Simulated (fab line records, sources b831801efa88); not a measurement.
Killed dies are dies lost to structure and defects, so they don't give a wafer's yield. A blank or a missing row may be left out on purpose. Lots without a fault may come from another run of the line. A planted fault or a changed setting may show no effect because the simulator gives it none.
One fault seen from 2 desks | flow sky130 | each desk has only its own numbers; what lay behind them comes last

THE METROLOGY DESK
What the gauges read, lot by lot, whatever tool the lot ran on: means of the sampled wafers that have a number. A lot is out of limits, marked OUT, if its mean lies more than 4 standard deviations from the usual mean; the brackets give that distance.
Columns: A = VIA4_OVL at SKY_VIA4_OVL_MEAS_11, usual -0.1 nm
lot  | first seen here | A
L732 | day 42 19:56    | -0.4
L733 | day 43 04:26    | 1.2
L734 | day 43 12:26    | -0.5
L735 | day 43 21:11    | -0.4
L737 | day 43 21:29    | -1.8
L740 | day 45 01:32    | 1.1
L741 | day 45 05:34    | 0.2
L748 | day 46 21:38    | -1.0
L749 | day 47 09:11    | 0.2
L750 | day 47 14:16    | 0.6
L753 | day 48 06:32    | 0.1
L755 | day 48 11:29    | 0.2
This desk's finding: nothing out of limits on any of the 12 lots.

THE TOOL OWNER'S DESK: plasma_asher-03
The tool's own readings at SKY_VT_ADJUST_LVTN_STRIP_20 (strips in O2/N2): means of the sampled wafers that have a number, for each lot that ran on this tool. A lot is out of limits, marked OUT, if its mean lies more than 4 standard deviations from the usual mean; the brackets give that distance.
Columns: A = drypump_motor_current_A at SKY_VT_ADJUST_LVTN_STRIP_20, usual 5.9 A; B = n2_flow_sccm at SKY_VT_ADJUST_LVTN_STRIP_20, usual 299.8 sccm; C = oes_product_au at SKY_VT_ADJUST_LVTN_STRIP_20, usual 0.715 a.u.; D = strip_time_to_endpoint_s at SKY_VT_ADJUST_LVTN_STRIP_20, usual 14.19 s
lot  | first seen here | A   | B     | C     | D
L732 | day 7 16:52     | 5.6 | 299.5 | 0.714 | 14.18
L733 | day 8 01:24     | 6.2 | 300.4 | 0.715 | 14.15
L737 | day 9 01:16     | 6.3 | 299.9 | 0.717 | 14.24
L741 | day 10 00:49    | 6.3 | 300.3 | 0.718 | 14.14
L748 | day 12 03:25    | 5.9 | 300.5 | 0.715 | 14.14
L749 | day 12 13:19    | 5.9 | 299.0 | 0.715 | 14.21
L753 | day 13 21:40    | 6.2 | 300.3 | 0.718 | 14.22
This desk's finding: nothing out of limits on any of the 7 lots.

PUT TOGETHER
The metrology desk saw nothing out of limits.
The tool owner's desk saw nothing out of limits.

WHAT THE SIMULATOR HAD PUT IN
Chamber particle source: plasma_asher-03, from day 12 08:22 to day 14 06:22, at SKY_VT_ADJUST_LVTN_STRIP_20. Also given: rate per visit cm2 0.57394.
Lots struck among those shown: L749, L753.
